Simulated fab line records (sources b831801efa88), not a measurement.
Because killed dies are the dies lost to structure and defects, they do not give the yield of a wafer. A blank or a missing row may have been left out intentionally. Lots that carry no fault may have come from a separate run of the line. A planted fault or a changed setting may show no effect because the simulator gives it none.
Which of the tools did it? | flow gf180mcu | 24 lots, 72 wafers sampled, at 6 steps of a route of 602

## WHAT THE GAUGES SHOWED, per wafer
GF_V3_CD_MEAS_14: the cd target is 260 nm.
lot  | measured     | on        | cd nm (nm)
L074 | day 22 15:43 | cd sem-02 | 260.4 259.5 260.8
L075 | day 22 19:58 | cd sem-01 | 258.4 258.6 258.1
L076 | day 23 05:20 | cd sem-01 | 260.7 261.8 261.9
L077 | day 23 05:41 | cd sem-02 | 260.0 260.3 259.2
L078 | day 24 05:55 | cd sem-02 | 259.4 260.8 260.5
L079 | day 24 11:02 | cd sem-01 | 260.4 258.9 258.9
L080 | day 24 21:03 | cd sem-01 | 258.3 258.7 258.3
L081 | day 25 12:24 | cd sem-01 | 260.2 259.9 260.6
L082 | day 25 19:07 | cd sem-02 | 260.4 262.1 261.8
L083 | day 25 22:38 | cd sem-02 | 259.4 260.8 259.5
L084 | day 26 06:25 | cd sem-02 | 261.8 261.8 261.5
L085 | day 26 14:44 | cd sem-02 | 259.9 259.6 260.6
L086 | day 26 20:46 | cd sem-01 | 258.4 259.0 257.2
L087 | day 27 00:40 | cd sem-02 | 259.2 259.5 259.1
L089 | day 27 11:48 | cd sem-01 | 259.1 259.9 259.9
L088 | day 27 14:23 | cd sem-01 | 261.9 262.1 262.0
L090 | day 27 19:09 | cd sem-02 | 259.8 259.5 260.2
L091 | day 28 02:19 | cd sem-02 | 258.8 259.1 258.0
L092 | day 28 06:24 | cd sem-01 | 261.0 260.6 262.0
L093 | day 28 08:14 | cd sem-01 | 260.3 261.5 260.8
L094 | day 28 19:01 | cd sem-01 | 259.2 258.7 258.5
L095 | day 29 02:53 | cd sem-01 | 260.3 259.8 259.3
L096 | day 29 07:29 | cd sem-01 | 262.2 262.0 261.9
L097 | day 29 13:37 | cd sem-01 | 260.7 260.7 261.8

GF_TOP_METAL_OVL_MEAS_15.
lot  | measured     | on         | TOP_METAL_OVL (nm)
L074 | day 28 08:35 | overlay-02 | 0.9 -0.7 -1.2
L075 | day 28 11:44 | overlay-02 | 2.7 3.7 1.1
L076 | day 28 20:09 | overlay-01 | 1.5 1.2 -0.3
L077 | day 28 20:19 | overlay-02 | -1.4 -0.2 -0.6
L078 | day 29 15:31 | overlay-01 | -0.2 0.0 -0.1
L079 | day 29 21:12 | overlay-01 | -0.8 -1.3 -1.6
L080 | day 30 06:01 | overlay-01 | 0.5 -0.4 1.1
L081 | day 30 18:24 | overlay-01 | 0.7 0.1 0.4
L082 | day 31 00:23 | overlay-01 | 0.7 1.1 1.4
L083 | day 31 03:46 | overlay-01 | 0.2 1.6 1.0
L084 | day 31 10:37 | overlay-01 | -0.8 -1.0 -2.2
L085 | day 31 17:43 | overlay-01 | -0.8 1.3 0.7
L086 | day 31 23:10 | overlay-01 | -2.2 -0.8 0.1
L087 | day 32 02:20 | overlay-01 | 0.7 0.3 1.2
L089 | day 32 11:07 | overlay-01 | -0.4 -0.9 -2.5
L088 | day 32 13:09 | overlay-01 | -1.0 -0.3 0.7
L090 | day 32 16:40 | overlay-01 | -2.6 -1.8 -2.0
L091 | day 33 00:16 | overlay-02 | 0.9 -0.4 -0.4
L092 | day 33 03:26 | overlay-02 | -1.1 -1.7 -2.7
L093 | day 33 04:22 | overlay-01 | -1.0 -0.5 -0.1
L094 | day 33 14:08 | overlay-01 | 1.1 0.4 -0.4
L095 | day 33 19:12 | overlay-01 | 0.2 0.4 -0.2
L096 | day 33 22:25 | overlay-01 | 1.6 0.9 -0.1
L097 | day 34 03:29 | overlay-01 | -2.6 -0.3 1.2

GF_PASSIVATION_THK_MEAS_03.
lot  | measured     | on            | PASSIVATION_CVD_02_THK (nm)
L074 | day 28 10:07 | film metro-04 | 704 705 712
L075 | day 28 13:08 | film metro-02 | 709 702 698
L076 | day 28 21:30 | film metro-04 | 700 696 707
L077 | day 28 21:31 | film metro-03 | 700 681 691
L078 | day 29 16:45 | film metro-03 | 695 702 702
L079 | day 29 22:24 | film metro-03 | 699 705 700
L080 | day 30 07:11 | film metro-04 | 707 718 715
L081 | day 30 19:47 | film metro-03 | 694 693 714
L082 | day 31 01:54 | film metro-04 | 706 702 701
L083 | day 31 04:59 | film metro-02 | 703 696 699
L084 | day 31 11:50 | film metro-02 | 709 699 726
L085 | day 31 18:53 | film metro-03 | 702 711 712
L086 | day 32 00:33 | film metro-04 | 714 714 713
L087 | day 32 03:33 | film metro-04 | 690 704 707
L089 | day 32 12:17 | film metro-04 | 713 733 712
L088 | day 32 14:20 | film metro-04 | 695 711 720
L090 | day 32 17:50 | film metro-04 | 707 707 721
L091 | day 33 01:26 | film metro-03 | 693 702 714
L092 | day 33 04:37 | film metro-04 | 695 710 691
L093 | day 33 05:32 | film metro-04 | 699 697 711
L094 | day 33 15:22 | film metro-03 | 712 710 717
L095 | day 33 20:23 | film metro-02 | 705 710 714
L096 | day 33 23:36 | film metro-03 | 711 713 714
L097 | day 34 04:41 | film metro-04 | 685 697 697

## WHAT TOOL EACH LOT RAN ON (gives the tool, then ch and the chambers of the sampled wafers, and finally the start)
lot  | GF_PSD_RTA_13                    | GF_CONTACT_CMP_27             | GF_V4_SPUTTER_22
L074 | rtp anneal-01 ch 0, day 14 14:11 | cmp-02 ch 0,1, day 16 10:52   | pvd sputter-02, day 24 17:37
L075 | rtp anneal-02 ch 0, day 14 16:19 | cmp-02 ch 1,2,3, day 16 14:15 | pvd sputter-01, day 24 21:35
L076 | rtp anneal-01 ch 0, day 15 01:24 | cmp-01 ch 0,1,2, day 16 23:44 | pvd sputter-01, day 25 05:57
L077 | rtp anneal-02 ch 0, day 15 01:32 | cmp-02 ch 0,1,3, day 17 00:05 | pvd sputter-04, day 25 06:52
L078 | rtp anneal-02 ch 0, day 16 01:36 | cmp-02 ch 0,1, day 18 00:20   | pvd sputter-04, day 26 04:11
L079 | rtp anneal-01 ch 0, day 16 06:34 | cmp-02 ch 0,2,3, day 18 06:36 | pvd sputter-02, day 26 09:30
L080 | rtp anneal-02 ch 0, day 16 16:29 | cmp-02 ch 1,2, day 18 16:35   | pvd sputter-01, day 26 19:50
L081 | rtp anneal-01 ch 0, day 17 07:04 | cmp-01 ch 0,2,3, day 19 08:07 | pvd sputter-02, day 27 08:50
L082 | rtp anneal-01 ch 0, day 17 14:35 | cmp-01 ch 1,2, day 19 16:13   | pvd sputter-04, day 27 16:09
L083 | rtp anneal-02 ch 0, day 17 19:24 | cmp-01 ch 0,2,3, day 19 20:40 | pvd sputter-01, day 27 19:41
L084 | rtp anneal-01 ch 0, day 18 03:53 | cmp-01 ch 1,2, day 20 06:02   | pvd sputter-02, day 28 03:34
L085 | rtp anneal-01 ch 0, day 18 14:24 | cmp-02 ch 0,1,3, day 20 15:49 | pvd sputter-04, day 28 10:43
L086 | rtp anneal-01 ch 0, day 18 19:16 | cmp-02 ch 0,1,3, day 20 21:27 | pvd sputter-01, day 28 16:49
L087 | rtp anneal-02 ch 0, day 18 21:04 | cmp-02 ch 1,2,3, day 20 22:56 | pvd sputter-02, day 28 20:11
L089 | rtp anneal-02 ch 0, day 19 13:03 | cmp-02 ch 0,3, day 21 16:21   | pvd sputter-04, day 29 07:10
L088 | rtp anneal-02 ch 0, day 19 15:19 | cmp-01 ch 2,3, day 21 18:39   | pvd sputter-04, day 29 09:43
L090 | rtp anneal-02 ch 0, day 19 22:05 | cmp-02 ch 0,1,2, day 22 00:51 | pvd sputter-02, day 29 14:10
L091 | rtp anneal-02 ch 0, day 20 05:55 | cmp-01 ch 0,1,3, day 22 08:48 | pvd sputter-01, day 29 22:04
L092 | rtp anneal-02 ch 0, day 20 10:01 | cmp-02 ch 0,2, day 22 12:33   | pvd sputter-04, day 30 00:24
L093 | rtp anneal-02 ch 0, day 20 14:01 | cmp-02 ch 0,1, day 22 16:06   | pvd sputter-01, day 30 02:20
L094 | rtp anneal-02 ch 0, day 21 01:43 | cmp-02 ch 2,3, day 23 04:24   | pvd sputter-01, day 30 13:11
L095 | rtp anneal-01 ch 0, day 21 13:03 | cmp-01 ch 0,2,3, day 23 15:05 | pvd sputter-02, day 30 20:07
L096 | rtp anneal-02 ch 0, day 21 17:47 | cmp-01 ch 0,1,2, day 23 19:58 | pvd sputter-02, day 30 23:45
L097 | rtp anneal-02 ch 0, day 22 02:26 | cmp-01 ch 0,2, day 24 03:53   | pvd sputter-02, day 31 06:08
- GF_PSD_RTA_13: time 20 s.
- GF_CONTACT_CMP_27: polishes, stops on SiO2, t overpolish 15 s, target thk 0 nm.
- GF_V4_SPUTTER_22: material TiN, target thk 10 nm, time 40 s.

## AS READ BY THE TOOLS THEMSELVES (means over the sampled wafers that have a number; for cases with no such wafer, the mark the record gives instead)
GF_PSD_RTA_13.
lot  | tool          | lamp power pct (%) | wafer_temp_C_max
L074 | rtp anneal-01 | 31.3               | 1027.6
L075 | rtp anneal-02 | 35.0               | 1029.7
L076 | rtp anneal-01 | 31.3               | 1028.0
L077 | rtp anneal-02 | 35.0               | 1028.7
L078 | rtp anneal-02 | 35.0               | 1029.1
L079 | rtp anneal-01 | 31.3               | 1028.2
L080 | rtp anneal-02 | 35.0               | 1030.5
L081 | rtp anneal-01 | 31.4               | 1027.7
L082 | rtp anneal-01 | 31.3               | 1027.8
L083 | rtp anneal-02 | 35.0               | 1030.3
L084 | rtp anneal-01 | 31.3               | 1029.0
L085 | rtp anneal-01 | 31.3               | 1027.9
L086 | rtp anneal-01 | 31.3               | 1028.2
L087 | rtp anneal-02 | 35.0               | 1030.0
L089 | rtp anneal-02 | 35.1               | 1030.1
L088 | rtp anneal-02 | 35.0               | 1029.1
L090 | rtp anneal-02 | 35.1               | 1029.1
L091 | rtp anneal-02 | 35.1               | 1029.4
L092 | rtp anneal-02 | 35.0               | 1029.7
L093 | rtp anneal-02 | 35.1               | 1028.7
L094 | rtp anneal-02 | 35.1               | 1030.0
L095 | rtp anneal-01 | 31.3               | 1028.6
L096 | rtp anneal-02 | 35.0               | 1029.4
L097 | rtp anneal-02 | 35.1               | 1028.9

GF_CONTACT_CMP_27.
lot  | tool   | motor current A (A) | overpolish run s (s) | time to endpoint s (s)
L074 | cmp-02 | 10.3                | 14.994               | 69.1
L075 | cmp-02 | 10.5                | 15.002               | 66.7
L076 | cmp-01 | 11.1                | 15.003               | 69.2
L077 | cmp-02 | 11.1                | 15.004               | 66.7
L078 | cmp-02 | 11.0                | 15.005               | 72.9
L079 | cmp-02 | 11.0                | 14.995               | 72.7
L080 | cmp-02 | 10.0                | 14.998               | 73.7
L081 | cmp-01 | 11.1                | 15.010               | 74.9
L082 | cmp-01 | 11.1                | 15.002               | 71.8
L083 | cmp-01 | 11.0                | 15.001               | 74.1
L084 | cmp-01 | 11.5                | 14.995               | 69.2
L085 | cmp-02 | 11.1                | 15.007               | 72.4
L086 | cmp-02 | 10.7                | 15.015               | 68.3
L087 | cmp-02 | 10.5                | 15.007               | 72.1
L089 | cmp-02 | 11.1                | 14.999               | 71.6
L088 | cmp-01 | 11.2                | 14.992               | 70.4
L090 | cmp-02 | 10.4                | 14.997               | 69.7
L091 | cmp-01 | 11.2                | 14.991               | 74.0
L092 | cmp-02 | 11.2                | 15.008               | 70.7
L093 | cmp-02 | 10.4                | 15.003               | 74.3
L094 | cmp-02 | 10.5                | 14.995               | 70.1
L095 | cmp-01 | 11.1                | 14.995               | 71.2
L096 | cmp-01 | 11.4                | 15.004               | 70.9
L097 | cmp-01 | 10.9                | 15.006               | 69.8

GF_V4_SPUTTER_22.
lot  | tool           | throttle valve pct (%)
L074 | pvd sputter-02 | 29.5
L075 | pvd sputter-01 | 31.2
L076 | pvd sputter-01 | 30.0
L077 | pvd sputter-04 | 29.4
L078 | pvd sputter-04 | 28.8
L079 | pvd sputter-02 | 29.1
L080 | pvd sputter-01 | 30.0
L081 | pvd sputter-02 | 29.0
L082 | pvd sputter-04 | 28.8
L083 | pvd sputter-01 | 29.6
L084 | pvd sputter-02 | 28.5
L085 | pvd sputter-04 | 29.8
L086 | pvd sputter-01 | 31.0
L087 | pvd sputter-02 | 29.0
L089 | pvd sputter-04 | 29.3
L088 | pvd sputter-04 | 30.0
L090 | pvd sputter-02 | 29.3
L091 | pvd sputter-01 | 30.2
L092 | pvd sputter-04 | 29.3
L093 | pvd sputter-01 | 30.5
L094 | pvd sputter-01 | 29.2
L095 | pvd sputter-02 | 28.9
L096 | pvd sputter-02 | 28.9
L097 | pvd sputter-02 | 29.1

## THE ANSWER, worked out from the rows above alone
Rule: the lots themselves supply what counts as usual. Put in order of their means at a reading, lots are off if they are a third of the lots or fewer, leave a main group of 4 or more, and stand apart from it by a gap of 3 or more times the standard deviation of the main group's means; of several such gaps the widest counts. A main group is skipped when, at the precision printed for the reading in the tables above, its means are all equal. A lot without any number at a reading at which 4 lots or more have one is off too. All remaining lots with rows at the step are treated as sound. Order of review: gauges by route order, followed by the tools' own readings, for which a lot's mean as printed above is used. The first step at which some lot is off is used, and at that step the reading that is off furthest; a lot without a number counts as furthest.
No lot is off at any reading shown: from this, nothing can be told.

## WHAT HAD BEEN PUT IN BY THE SIMULATOR
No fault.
